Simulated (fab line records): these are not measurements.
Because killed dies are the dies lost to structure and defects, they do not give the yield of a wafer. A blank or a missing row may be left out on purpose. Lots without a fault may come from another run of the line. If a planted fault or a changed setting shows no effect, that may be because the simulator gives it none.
Chamber matching :: flow gf180mcu :: GF_CONTACT_CMP_27 on cmp-02: 4 sister chambers
The step polishes, stops on SiO2, t overpolish 15 s, target thk 0 nm. 17 wafers are shown with their chamber, then 8 later ones without.

WAFERS, EACH WITH ITS CHAMBER
wafer: L594.3
chamber: 2
motorCurrentA (A): 10.2
timeToEndpointS (s): 75.7

wafer: L594.4
chamber: 1
motorCurrentA (A): 8.5
timeToEndpointS (s): 70.2

wafer: L594.5
chamber: 0
motorCurrentA (A): 11.2
timeToEndpointS (s): 73.9

wafer: L597.1
chamber: 2
motorCurrentA (A): 9.9
timeToEndpointS (s): 73.1

wafer: L597.4
chamber: 3
motorCurrentA (A): 9.6
timeToEndpointS (s): 72.4

wafer: L598.1
chamber: 2
motorCurrentA (A): 10.3
timeToEndpointS (s): 73.5

wafer: L598.5
chamber: 2
motorCurrentA (A): 9.9
timeToEndpointS (s): 70.5

wafer: L606.1
chamber: 1
motorCurrentA (A): 8.2
timeToEndpointS (s): 67.4

wafer: L606.2
chamber: 0
motorCurrentA (A): 11.1
timeToEndpointS (s): 66.2

wafer: L606.6
chamber: 2
motorCurrentA (A): 10.3
timeToEndpointS (s): 67.6

wafer: L609.1
chamber: 1
motorCurrentA (A): 8.0
timeToEndpointS (s): 70.2

wafer: L609.4
chamber: 3
motorCurrentA (A): 10.0
timeToEndpointS (s): 72.4

wafer: L609.6
chamber: 3
motorCurrentA (A): 10.2
timeToEndpointS (s): 72.9

wafer: L610.4
chamber: 3
motorCurrentA (A): 10.0
timeToEndpointS (s): 74.4

wafer: L610.5
chamber: 1
motorCurrentA (A): 8.1
timeToEndpointS (s): 71.9

wafer: L610.6
chamber: 0
motorCurrentA (A): 11.2
timeToEndpointS (s): 70.0

wafer: L611.1
chamber: 3
motorCurrentA (A): 9.7
timeToEndpointS (s): 73.1

SIGNATURES, as means of the wafers listed above
reading: motorCurrentA
chamber 0: 11.167
chamber 1: 8.200
chamber 2: 10.120
chamber 3: 9.900
scatter within a chamber: 0.207

reading: timeToEndpointS
chamber 0: 70.033
chamber 1: 69.925
chamber 2: 72.080
chamber 3: 73.040
scatter within a chamber: 2.5
Rule: a wafer's distance from a chamber is the root of the sum, over the readings, of the square of ((its reading less the chamber's mean) divided by the reading's scatter). If the next closest chamber is less than 2 further off than the closest, the wafer can't be placed; otherwise it belongs to the closest. The scatter: take each reading less its chamber's mean, square it, sum over the shown wafers, divide by the number of wafers less the number of chambers, and take the root.

WAFERS WITHOUT THEIR CHAMBER
wafer: L611.2
motorCurrentA (A): 8.3
timeToEndpointS (s): 70.6

wafer: L611.3
motorCurrentA (A): 11.3
timeToEndpointS (s): 75.0

wafer: L613.2
motorCurrentA (A): 8.5
timeToEndpointS (s): 70.0

wafer: L613.4
motorCurrentA (A): 11.3
timeToEndpointS (s): 70.7

wafer: L613.6
motorCurrentA (A): 8.6
timeToEndpointS (s): 69.9

wafer: L616.2
motorCurrentA (A): 10.3
timeToEndpointS (s): 72.0

wafer: L616.3
motorCurrentA (A): 11.3
timeToEndpointS (s): 68.6

wafer: L616.6
motorCurrentA (A): 10.2
timeToEndpointS (s): 69.1

WHICH CHAMBER EACH ONE RAN IN
wafer: L611.2
from the rows above: 1
in truth: 1

wafer: L611.3
from the rows above: 0
in truth: 0

wafer: L613.2
from the rows above: 1
in truth: 1

wafer: L613.4
from the rows above: 0
in truth: 0

wafer: L613.6
from the rows above: 1
in truth: 1

wafer: L616.2
from the rows above: can't be placed: 2 or 3
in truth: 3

wafer: L616.3
from the rows above: 0
in truth: 0

wafer: L616.6
from the rows above: can't be placed: 2 or 3
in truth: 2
Correctly placed: 6 of 8. Unplaceable from these rows: 2, with the true chamber sitting among the candidates in 2. Wrongly placed: 0.
